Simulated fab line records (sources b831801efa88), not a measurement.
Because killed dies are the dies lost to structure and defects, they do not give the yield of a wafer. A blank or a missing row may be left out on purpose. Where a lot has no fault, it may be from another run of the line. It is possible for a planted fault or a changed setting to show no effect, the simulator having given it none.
fab line records	flow gf180mcu
record lots=5	wafers=15	last-day=34
route steps=602 shown V1@343 M2@362
lots untouched by any fault: they come from a run of this same line in which no faults occurred
start-h: the number of hours between the record's first day and the start of the first shown wafer of the lot	wait-h: how many hours have passed since the lot's step before this one	" as in the row above	L1.1+2: a row that stands for several wafers	- no value present, or no start provided	* or withheld: withheld	< > ~ a bound
route shown NAME@n: a module of which the file shows steps, and the number in the route of the first	usual: the fault-free wafers' mean and standard deviation	same: alike in all rows	chamber/n: place in a boat	sites: the reading at each site	_std_site: standard deviation of those values	_edge_site: mean of outer sites minus mean of inner sites	radius-mm: for every site, how far away it sits from the centre of the wafer	mask NAME#n: copy n	behind: tool/chamber where the wafer was last shaped	hold: what put the lot on hold/how long, in hours/how the hold closed	device: the transistor (n, p or np) that didn't switch	end of line: tests of these same wafers at the route's end	for a step that has no rows: nothing shown but its recipe	killed: at the first sort, the dies lost to defects and structure; wafer yield is something else	map: a wafer's dies, marking killed ones x, the rest . and places with no die _
set.NAME: setting as actually run; set.NAME@STEP: the setting as run at that earlier step	model.NAME: the simulator's own value behind a step, which no gauge read
lots at selected steps of the route; one table per step, one row per wafer
services: the hour from which a tool's chamber was out of use, counted from the record's first day as start-h (under 0 if before that day), plus the number of hours and why
## steps
# step GF_V1_COAT_08
# recipe resist=BARC	temp-c=withheld	time-s=withheld	spin-rpm=withheld	resist-thk-nm=withheld
lot.wafer	tool	chamber	start-h	wait-h
L074.2+4+5	litho-track-01	0	399.77	0.1
L076.2+4+6	litho-track-04	0	418.18	0.1
L081.2+3+4	litho-track-04	0	466.83	0.1
L085.1+4+5	litho-track-01	0	500.30	0.1
L095.1+2+5	litho-track-04	0	578.90	0.1
# step GF_V1_COAT_09
# recipe resist=KrF	spin-rpm=withheld	resist-thk-nm=1000
lot.wafer	tool	chamber	start-h	wait-h
L074.2+4+5	litho-track-01	0	-	-
L076.2+4+6	litho-track-04	0	-	-
L081.2+3+4	litho-track-04	0	-	-
L085.1+4+5	litho-track-01	0	-	-
L095.1+2+5	litho-track-04	0	-	-
# step GF_V1_SOFTBAKE_10
# recipe temp-c=130	time-s=60	resist=KrF
lot.wafer	tool	chamber	start-h	wait-h
L074.2+4+5	litho-track-01	0	-	-
L076.2+4+6	litho-track-04	0	-	-
L081.2+3+4	litho-track-04	0	-	-
L085.1+4+5	litho-track-01	0	-	-
L095.1+2+5	litho-track-04	0	-	-
# step GF_V1_EXPOSE_11
# recipe mask-id=Via1	target-cd-nm=260	na=0.68	source-shape=conventional	sigma-outer=0.6	dose-mj=38
# usual stage-vel-mm-s=500.01/0.25
lot.wafer	tool	chamber	start-h	wait-h	mask	stage-vel-mm-s
L074.2	krf-scanner-01	0	-	-	Via1#0	499.92
L074.4	"	0	"	"	Via1#0	500.03
L074.5	"	0	"	"	Via1#0	500.14
L076.2	krf-scanner-02	0	-	-	Via1#0	500.19
L076.4	"	0	"	"	Via1#0	500.31
L076.6	"	0	"	"	Via1#0	499.61
L081.2	krf-scanner-02	0	-	-	Via1#0	500.12
L081.3	"	0	"	"	Via1#0	499.91
L081.4	"	0	"	"	Via1#0	500.30
L085.1	krf-scanner-01	0	-	-	Via1#0	499.91
L085.4	"	0	"	"	Via1#0	499.52
L085.5	"	0	"	"	Via1#0	499.93
L095.1	krf-scanner-01	0	-	-	Via1#0	500.04
L095.2	"	0	"	"	Via1#0	500.14
L095.5	"	0	"	"	Via1#0	500.29
# step GF_V1_PEB_12
# recipe peb-temp-c=135	peb-time-s=90	resist=KrF
# same peb-time-s=90
lot.wafer	tool	chamber	start-h	wait-h
L074.2+4+5	litho-track-03	0	-	-
L076.2+4+6	litho-track-03	0	-	-
L081.2+3+4	litho-track-04	0	-	-
L085.1+4+5	litho-track-03	0	-	-
L095.1+2+5	litho-track-04	0	-	-
# step GF_V1_DEVELOP_13
# recipe develop-time-s=60	resist=KrF	dev-temp-c=21
lot.wafer	tool	chamber	start-h	wait-h
L074.2+4+5	litho-track-03	0	410.94	0.2
L076.2+4+6	litho-track-03	0	429.94	0.2
L081.2+3+4	litho-track-04	0	479.23	0.2
L085.1+4+5	litho-track-03	0	511.97	0.2
L095.1+2+5	litho-track-04	0	589.35	0.2
# step GF_V1_CD_MEAS_14
# recipe target-cd-nm=260
# usual cd-nm=259.9/1.2
lot.wafer	tool	chamber	start-h	wait-h	cd-nm
L074.2	cd-sem-02	-	411.09	0.1	260.7
L074.4	"	-	"	"	261.8
L074.5	"	-	"	"	260.6
L076.2	cd-sem-02	-	430.09	0.1	258.0
L076.4	"	-	"	"	257.9
L076.6	"	-	"	"	258.0
L081.2	cd-sem-02	-	479.37	0.1	259.8
L081.3	"	-	"	"	260.7
L081.4	"	-	"	"	260.4
L085.1	cd-sem-02	-	512.12	0.1	259.8
L085.4	"	-	"	"	259.3
L085.5	"	-	"	"	260.4
L095.1	cd-sem-02	-	589.50	0.1	261.2
L095.2	"	-	"	"	260.5
L095.5	"	-	"	"	261.3
# step GF_V1_OVL_MEAS_15
# usual V1_OVL=1/4.6
lot.wafer	tool	chamber	start-h	wait-h	V1_OVL[nm]
L074.2	overlay-01	-	411.19	0.1	-5
L074.4	"	-	"	"	-3
L074.5	"	-	"	"	-9
L076.2	overlay-01	-	430.19	0.1	1
L076.4	"	-	"	"	2
L076.6	"	-	"	"	5
L081.2	overlay-01	-	479.48	0.1	2
L081.3	"	-	"	"	0
L081.4	"	-	"	"	4
L085.1	overlay-02	-	512.24	0.1	-5
L085.4	"	-	"	"	-1
L085.5	"	-	"	"	-2
L095.1	overlay-01	-	589.62	0.1	4
L095.2	"	-	"	"	-2
L095.5	"	-	"	"	2
# step GF_V1_ETCH_16
# recipe chemistry=N2/H2	target-depth-a=withheld	overetch-a=withheld	time-s=withheld	target=BARC	ion-energy-ev=200	source-w=500	bias-w=100	pressure-mtorr=30	n2-flow-sccm=100	h2-flow-sccm=200
# usual drypump-motor-current-A=5.7/0.48	oes-product-au=0.855/0.0046	throttle-valve-pct=13.226/0.0095
lot.wafer	tool	chamber	start-h	wait-h	drypump-motor-current-A	oes-product-au	throttle-valve-pct
L074.2	rie-diel-04	3	411.22	0.0	5.5	0.855	13.227
L074.4	"	0	"	"	6.2	0.859	13.233
L074.5	"	3	"	"	5.5	0.846	13.218
L076.2	rie-diel-04	1	430.22	0.0	4.9	0.846	13.211
L076.4	"	0	"	"	6.2	0.858	13.230
L076.6	"	3	"	"	5.5	0.854	13.234
L081.2	rie-diel-04	3	479.51	0.0	5.5	0.853	13.238
L081.3	"	2	"	"	6.1	0.863	13.228
L081.4	"	1	"	"	4.9	0.853	13.216
L085.1	rie-diel-03	1	512.27	0.0	5.7	0.853	13.222
L085.4	"	3	"	"	6.1	0.861	13.232
L085.5	"	2	"	"	5.2	0.854	13.216
L095.1	rie-diel-03	2	589.65	0.0	5.2	0.849	13.220
L095.2	"	0	"	"	5.9	0.846	13.230
L095.5	"	2	"	"	5.2	0.851	13.211
# step GF_V1_ETCH_17
# recipe chemistry=C4F8/O2/Ar	mask-material=KrF	target=SiO2	stop-on=TiN	source-w=1500	bias-w=1200	pressure-mtorr=40	c4f8-flow-sccm=withheld	O2_flow_sccm=6	Ar_flow_sccm=300	time-s=withheld	target-depth-a=6300
# usual oes-product-au=0.856/0.0044
lot.wafer	tool	chamber	start-h	wait-h	oes-product-au
L074.2	rie-diel-04	3	-	-	0.855
L074.4	"	0	"	"	0.861
L074.5	"	3	"	"	0.858
L076.2	rie-diel-04	1	-	-	0.848
L076.4	"	0	"	"	0.852
L076.6	"	3	"	"	0.849
L081.2	rie-diel-04	3	-	-	0.853
L081.3	"	2	"	"	0.847
L081.4	"	1	"	"	0.860
L085.1	rie-diel-03	1	-	-	0.851
L085.4	"	3	"	"	0.852
L085.5	"	2	"	"	0.859
L095.1	rie-diel-03	2	-	-	0.864
L095.2	"	0	"	"	0.856
L095.5	"	2	"	"	0.865
# step GF_V1_STRIP_18
# recipe chemistry=O2/N2	power-w=1400	pressure-mtorr=1500	platen-temp-c=250	o2-flow-sccm=3000	n2-flow-sccm=300	overash-fraction=0.5
# usual drypump-motor-current-A=5.76/0.22	heater-power-w=347/24	oes-product-au=0.593/0.0048
lot.wafer	tool	chamber	start-h	wait-h	drypump-motor-current-A	heater-power-w	oes-product-au	rf-hours-counter-h
L074.2	plasma-asher-02	0	411.35	-	5.51	310	0.582	24
L074.4	"	1	"	"	6.19	380	0.589	-
L074.5	"	0	"	"	5.55	312	0.596	-
L076.2	plasma-asher-02	1	430.35	-	6.17	389	0.593	26
L076.4	"	0	"	"	5.53	308	0.583	-
L076.6	"	1	"	"	6.18	383	0.586	-
L081.2	plasma-asher-01	0	479.64	-	5.66	361	0.591	85
L081.3	"	0	"	"	5.69	362	0.582	-
L081.4	"	1	"	"	5.54	353	0.587	-
L085.1	plasma-asher-04	0	512.40	-	5.73	353	0.579	75
L085.4	"	1	"	"	5.96	322	0.597	-
L085.5	"	1	"	"	5.97	318	0.591	-
L095.1	plasma-asher-01	1	589.78	-	5.55	369	0.590	97
L095.2	"	0	"	"	5.66	371	0.591	97
L095.5	"	0	"	"	5.69	372	0.591	-
# step GF_V1_STRIP_19
# recipe chemistry=post-etch-residue-remover	time-s=1200	temp-c=72.5
lot.wafer	tool	chamber	start-h	wait-h
L074.2+4+5	wet-bench-01	3	411.45	0.1
L076.2+4+6	wet-bench-03	1	430.45	0.1
L081.2+3+4	wet-bench-03	0	479.74	0.1
L085.1+4+5	wet-bench-01	3	512.50	0.1
L095.1+2+5	wet-bench-02	2	589.88	0.1
# step GF_V1_CLEAN_20
# recipe chemistry=DIW	dry=n2-spin
lot.wafer	tool	chamber	start-h	wait-h
L074.2+4+5	wet-bench-03	2	411.82	0.0
L076.2+4+6	wet-bench-02	1	430.79	0.0
L081.2+3+4	wet-bench-01	3	480.08	0.0
L085.1+4+5	wet-bench-03	0	512.84	0.0
L095.1+2+5	wet-bench-03	0	590.23	0.0
# step GF_V1_SPUTTER_21
# recipe material=Ti	target-thk-nm=15	chamber-pressure-pa=5	power-w=2500	substrate-temp-c=200	time-s=80.02
# usual throttle-valve-pct=29.7/0.95
lot.wafer	tool	chamber	start-h	wait-h	throttle-valve-pct
L074.2	pvd-sputter-02	-	411.92	0.0	30.1
L074.4	"	-	"	"	29.5
L074.5	"	-	"	"	29.8
L076.2	pvd-sputter-03	-	430.89	0.0	28.7
L076.4	"	-	"	"	29.5
L076.6	"	-	"	"	29.4
L081.2	pvd-sputter-03	-	480.26	0.0	29.3
L081.3	"	-	"	"	28.9
L081.4	"	-	"	"	31.6
L085.1	pvd-sputter-04	-	512.93	0.0	31.0
L085.4	"	-	"	"	29.8
L085.5	"	-	"	"	29.8
L095.1	pvd-sputter-04	-	590.43	0.0	29.7
L095.2	"	-	"	"	29.5
L095.5	"	-	"	"	29.7
# step GF_V1_SPUTTER_22
# recipe material=TiN	target-thk-nm=10	chamber-pressure-pa=5	power-w=4000	time-s=40
# usual throttle-valve-pct=29.8/0.96
lot.wafer	tool	chamber	start-h	wait-h	throttle-valve-pct
L074.2	pvd-sputter-02	-	411.98	0.0	29.8
L074.4	"	-	"	"	29.8
L074.5	"	-	"	"	30.0
L076.2	pvd-sputter-03	-	430.95	0.0	29.0
L076.4	"	-	"	"	29.6
L076.6	"	-	"	"	29.3
L081.2	pvd-sputter-03	-	480.32	0.0	29.2
L081.3	"	-	"	"	28.8
L081.4	"	-	"	"	31.5
L085.1	pvd-sputter-04	-	513.00	0.0	30.8
L085.4	"	-	"	"	29.7
L085.5	"	-	"	"	29.6
L095.1	pvd-sputter-04	-	590.49	0.0	29.9
L095.2	"	-	"	"	29.7
L095.5	"	-	"	"	29.8
# step GF_V1_CVD_23
# recipe material=W	target-thk-nm=350	time-s=105.05	temp-c=400	pressure-torr=40
# usual heater-power-w=865/44
lot.wafer	tool	chamber	start-h	wait-h	heater-power-w
L074.2	cvd-w-01	0	412.02	0.0	877
L074.4	"	0	"	"	889
L074.5	"	1	"	"	855
L076.2	cvd-w-01	0	430.99	0.0	869
L076.4	"	1	"	"	856
L076.6	"	1	"	"	853
L081.2	cvd-w-01	1	480.36	0.0	860
L081.3	"	1	"	"	858
L081.4	"	0	"	"	858
L085.1	cvd-w-02	1	513.03	0.0	953
L085.4	"	0	"	"	794
L085.5	"	1	"	"	922
L095.1	cvd-w-01	0	590.53	0.0	858
L095.2	"	1	"	"	846
L095.5	"	0	"	"	900
# step GF_V1_RS_MEAS_24
# recipe thk-meas-gauge=four-point-probe	reads=W_of_V1_CVD_23+TiN_of_V1_SPUTTER_22+Ti_of_V1_SPUTTER_21
# usual V1_W_RS=0.3268/0.0029
lot.wafer	tool	chamber	start-h	wait-h	V1_W_RS[ohm/sq]
L074.2	film-metro-02	-	412.15	0.1	0.3310
L074.4	"	-	"	"	0.3260
L074.5	"	-	"	"	0.3269
L076.2	film-metro-03	-	431.12	0.1	0.3293
L076.4	"	-	"	"	0.3290
L076.6	"	-	"	"	0.3238
L081.2	film-metro-01	-	480.49	0.1	0.3293
L081.3	"	-	"	"	0.3323
L081.4	"	-	"	"	0.3301
L085.1	film-metro-01	-	513.15	0.1	0.3258
L085.4	"	-	"	"	0.3325
L085.5	"	-	"	"	0.3279
L095.1	film-metro-01	-	590.64	0.1	0.3264
L095.2	"	-	"	"	0.3253
L095.5	"	-	"	"	0.3246
# step GF_V1_THK_MEAS_25
# recipe thk-meas-gauge=xrf	reads=W_of_V1_CVD_23
# usual V1_W_THK=356/4.9
lot.wafer	tool	chamber	start-h	wait-h	V1_W_THK[nm]
L074.2	film-metro-02	-	412.26	0.1	359
L074.4	"	-	"	"	363
L074.5	"	-	"	"	363
L076.2	film-metro-03	-	431.23	0.1	353
L076.4	"	-	"	"	354
L076.6	"	-	"	"	363
L081.2	film-metro-01	-	480.60	0.1	352
L081.3	"	-	"	"	349
L081.4	"	-	"	"	351
L085.1	film-metro-01	-	513.27	0.1	355
L085.4	"	-	"	"	349
L085.5	"	-	"	"	352
L095.1	film-metro-01	-	590.76	0.1	356
L095.2	"	-	"	"	354
L095.5	"	-	"	"	358
# step GF_V1_CMP_26
# recipe stop-on=SiO2	down-force-psi=3.5	platen-rpm=60	t-overpolish-s=15	target-thk-nm=0	pad-velocity-m-s=0.94248
# usual motor-current-A=10.3/0.9	overpolish-run-s=14.999/0.0085	time-to-endpoint-s=86/3.4
lot.wafer	tool	chamber	start-h	wait-h	motor-current-A	overpolish-run-s	time-to-endpoint-s
L074.4	cmp-02	1	412.31	0.0	11.2	15.006	81
L074.2	"	3	"	"	10.2	14.990	85
L074.5	"	2	"	"	9.4	15.009	81
L076.2	cmp-01	3	431.33	0.1	9.6	15.002	91
L076.4	"	1	"	"	10.3	15.017	85
L076.6	"	3	"	"	9.3	15.011	87
L081.4	cmp-01	1	480.70	0.1	10.5	15.001	90
L081.2	"	2	"	"	9.3	15.000	87
L081.3	"	3	"	"	9.3	14.991	91
L085.4	cmp-02	1	514.05	0.7	11.5	15.012	80
L085.1	"	3	"	"	10.1	14.994	83
L085.5	"	0	"	"	11.0	15.009	80
L095.2	cmp-02	1	590.87	0.1	11.5	15.000	85
L095.1	"	2	"	"	9.7	14.992	82
L095.5	"	0	"	"	10.9	14.997	86
# step GF_M2_SPUTTER_00
# recipe material=Ti	target-thk-nm=37.5	arriving-ion-energy-ev=80	substrate-temp-c=200	chamber-pressure-pa=2	power-w=4000	time-s=150
# usual throttle-valve-pct=29.2/0.83
lot.wafer	tool	chamber	start-h	wait-h	throttle-valve-pct
L074.2	pvd-sputter-04	-	412.61	0.1	30.9
L074.4	"	-	"	"	29.9
L074.5	"	-	"	"	31.1
L076.2	pvd-sputter-01	-	431.58	0.2	29.3
L076.4	"	-	"	"	28.0
L076.6	"	-	"	"	28.7
L081.2	pvd-sputter-02	-	480.95	0.1	29.9
L081.3	"	-	"	"	30.3
L081.4	"	-	"	"	27.9
L085.1	pvd-sputter-01	-	514.30	0.1	28.8
L085.4	"	-	"	"	29.3
L085.5	"	-	"	"	27.8
L095.1	pvd-sputter-02	-	591.12	0.1	28.0
L095.2	"	-	"	"	29.8
L095.5	"	-	"	"	28.3
# step GF_M2_SPUTTER_01
# recipe material=TiN	target-thk-nm=30	power-w=6500	time-s=25	chamber-pressure-pa=0.4
# usual throttle-valve-pct=29.2/0.84
lot.wafer	tool	chamber	start-h	wait-h	throttle-valve-pct
L074.2	pvd-sputter-04	-	412.71	0.1	31.0
L074.4	"	-	"	"	30.0
L074.5	"	-	"	"	31.2
L076.2	pvd-sputter-01	-	431.68	0.1	29.4
L076.4	"	-	"	"	27.6
L076.6	"	-	"	"	28.9
L081.2	pvd-sputter-02	-	481.05	0.1	29.6
L081.3	"	-	"	"	30.2
L081.4	"	-	"	"	28.1
L085.1	pvd-sputter-01	-	514.40	0.1	28.7
L085.4	"	-	"	"	29.4
L085.5	"	-	"	"	27.8
L095.1	pvd-sputter-02	-	591.22	0.1	28.0
L095.2	"	-	"	"	29.5
L095.5	"	-	"	"	28.0
# step GF_M2_SPUTTER_02
# recipe material=AlCu	target-thk-nm=450	power-w=10600	time-s=23.9	chamber-pressure-pa=0.4
# usual throttle-valve-pct=29.2/0.81
lot.wafer	tool	chamber	start-h	wait-h	throttle-valve-pct
L074.2	pvd-sputter-04	-	412.74	0.0	30.9
L074.4	"	-	"	"	30.1
L074.5	"	-	"	"	30.9
L076.2	pvd-sputter-01	-	431.71	0.0	29.4
L076.4	"	-	"	"	27.6
L076.6	"	-	"	"	28.9
L081.2	pvd-sputter-02	-	481.08	0.0	29.9
L081.3	"	-	"	"	30.0
L081.4	"	-	"	"	28.0
L085.1	pvd-sputter-01	-	514.43	0.0	28.9
L085.4	"	-	"	"	29.1
L085.5	"	-	"	"	27.9
L095.1	pvd-sputter-02	-	591.25	0.0	28.1
L095.2	"	-	"	"	29.7
L095.5	"	-	"	"	28.0
# step GF_M2_SPUTTER_03
# recipe material=Ti	target-thk-nm=10	substrate-temp-c=300	chamber-pressure-pa=0.3	power-w=3000	time-s=6.7
# usual throttle-valve-pct=29.2/0.84
lot.wafer	tool	chamber	start-h	wait-h	throttle-valve-pct
L074.2	pvd-sputter-04	-	412.77	0.0	30.9
L074.4	"	-	"	"	29.9
L074.5	"	-	"	"	31.1
L076.2	pvd-sputter-01	-	431.74	0.0	29.2
L076.4	"	-	"	"	27.8
L076.6	"	-	"	"	28.9
L081.2	pvd-sputter-02	-	481.11	0.0	29.5
L081.3	"	-	"	"	30.0
L081.4	"	-	"	"	28.0
L085.1	pvd-sputter-01	-	514.46	0.0	28.7
L085.4	"	-	"	"	29.0
L085.5	"	-	"	"	27.8
L095.1	pvd-sputter-02	-	591.28	0.0	27.9
L095.2	"	-	"	"	29.8
L095.5	"	-	"	"	28.0
# step GF_M2_SPUTTER_04
# recipe material=TiN	target-thk-nm=50	power-w=6500	time-s=41.7	chamber-pressure-pa=0.4
# usual throttle-valve-pct=29.2/0.83
lot.wafer	tool	chamber	start-h	wait-h	throttle-valve-pct
L074.2	pvd-sputter-04	-	412.79	0.0	31.0
L074.4	"	-	"	"	29.8
L074.5	"	-	"	"	30.8
L076.2	pvd-sputter-01	-	431.76	0.0	29.4
L076.4	"	-	"	"	27.8
L076.6	"	-	"	"	28.9
L081.2	pvd-sputter-02	-	481.13	0.0	30.0
L081.3	"	-	"	"	29.9
L081.4	"	-	"	"	28.2
L085.1	pvd-sputter-01	-	514.48	0.0	28.9
L085.4	"	-	"	"	29.3
L085.5	"	-	"	"	27.7
L095.1	pvd-sputter-02	-	591.30	0.0	28.2
L095.2	"	-	"	"	29.8
L095.5	"	-	"	"	27.9
# step GF_M2_RS_MEAS_05
# recipe thk-meas-gauge=four-point-probe	reads=TiN_of_M2_SPUTTER_04+Ti_of_M2_SPUTTER_03+AlCu_of_M2_SPUTTER_02+TiN_of_M2_SPUTTER_01+Ti_of_M2_SPUTTER_00
# usual M2_ALCU_RS=0.0694/0.00057
lot.wafer	tool	chamber	start-h	wait-h	M2_ALCU_RS[ohm/sq]
L074.2	film-metro-03	-	412.85	0.0	0.0695
L074.4	"	-	"	"	0.0696
L074.5	"	-	"	"	0.0703
L076.2	film-metro-01	-	431.82	0.0	0.0687
L076.4	"	-	"	"	0.0694
L076.6	"	-	"	"	0.0696
L081.2	film-metro-01	-	481.19	0.0	0.0692
L081.3	"	-	"	"	0.0691
L081.4	"	-	"	"	0.0693
L085.1	film-metro-04	-	514.52	0.0	0.0693
L085.4	"	-	"	"	0.0692
L085.5	"	-	"	"	0.0689
L095.1	film-metro-03	-	591.34	0.0	0.0694
L095.2	"	-	"	"	0.0691
L095.5	"	-	"	"	0.0693
## services
tool	chamber	start-h	hours	kind
cmp-02	-	380.01	2.8	repair
rie-diel-03	-	387.36	1.1	repair
cvd-w-01	-	390.00	14.0	pm
rie-diel-04	2	397.98	2.8	repair
cmp-02	-	401.40	0.2	repair
pvd-sputter-03	-	412.27	4.3	repair
cvd-w-01	-	415.13	3.1	repair
pvd-sputter-04	-	437.78	3.9	repair
cvd-w-01	-	452.86	1.3	repair
rie-diel-03	3	454.38	6.3	repair
cvd-w-01	1	455.91	4.6	repair
pvd-sputter-04	-	457.61	2.5	repair
pvd-sputter-01	-	462.64	4.6	repair
pvd-sputter-01	-	476.17	3.9	repair
pvd-sputter-04	-	476.72	15.3	repair
pvd-sputter-04	-	495.69	2.8	repair
rie-diel-04	0	514.54	4.5	repair
wet-bench-03	-	520.87	2.1	repair
rie-diel-03	1	543.50	10.3	repair
pvd-sputter-04	-	547.61	17.1	repair
pvd-sputter-02	-	562.78	9.5	repair
rie-diel-03	1	566.48	11.9	repair
rie-diel-04	2	570.79	6.5	repair
rie-diel-04	1	586.39	9.1	repair
## key
fault none
